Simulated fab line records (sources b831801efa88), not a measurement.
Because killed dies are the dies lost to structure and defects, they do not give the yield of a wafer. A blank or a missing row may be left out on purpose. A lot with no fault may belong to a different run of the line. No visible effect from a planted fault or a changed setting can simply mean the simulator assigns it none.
Matching of chambers / flow gf180mcu / GF_V2_CMP_04 on cmp-01 has 4 sister chambers
The step polishes SiO2. 4 wafers are shown with their chamber, then 7 later ones without.

WAFERS PAIRED WITH THEIR CHAMBERS
wafer=L764.1; chamber=2; motorCurrentA (A)=10.9
wafer=L764.6; chamber=0; motorCurrentA (A)=12.1
wafer=L770.1; chamber=1; motorCurrentA (A)=12.8
wafer=L770.3; chamber=3; motorCurrentA (A)=12.7

WAFERS WITH NO CHAMBER GIVEN
wafer=L770.5; motorCurrentA (A)=10.2
wafer=L776.5; motorCurrentA (A)=10.6
wafer=L777.5; motorCurrentA (A)=13.4
wafer=L778.1; motorCurrentA (A)=11.7
wafer=L778.3; motorCurrentA (A)=12.3
wafer=L778.4; motorCurrentA (A)=11.1
wafer=L779.2; motorCurrentA (A)=11.6

WHICH CHAMBER EACH ONE RAN IN
wafer=L770.5; from the rows above=2; in truth=2
wafer=L776.5; from the rows above=2; in truth=2
wafer=L777.5; from the rows above=can't be placed: 1 or 3 or 0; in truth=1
wafer=L778.1; from the rows above=can't be placed: 0 or 2 or 3 or 1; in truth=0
wafer=L778.3; from the rows above=can't be placed: 0 or 3 or 1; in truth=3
wafer=L778.4; from the rows above=can't be placed: 2 or 0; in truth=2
wafer=L779.2; from the rows above=can't be placed: 0 or 2 or 3 or 1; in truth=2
2 of 7 placed correctly. From these rows, 5 cannot be placed; in 5 the true chamber is one of the candidates. Placed wrongly: 0.
How it was worked out, from the rows above alone: a wafer's distance from a chamber is the root of the sum, over the readings, of the square of ((its reading less the chamber's mean) divided by the reading's scatter). The wafer belongs to the nearest chamber; if the next one is less than 2 further off, it can't be placed. For every chamber, the mean is computed from those of its wafers that are shown. The scatter (one wafer shown for each chamber): square how far every hidden wafer sits from the nearest shown wafer, average those squares and take the square root.
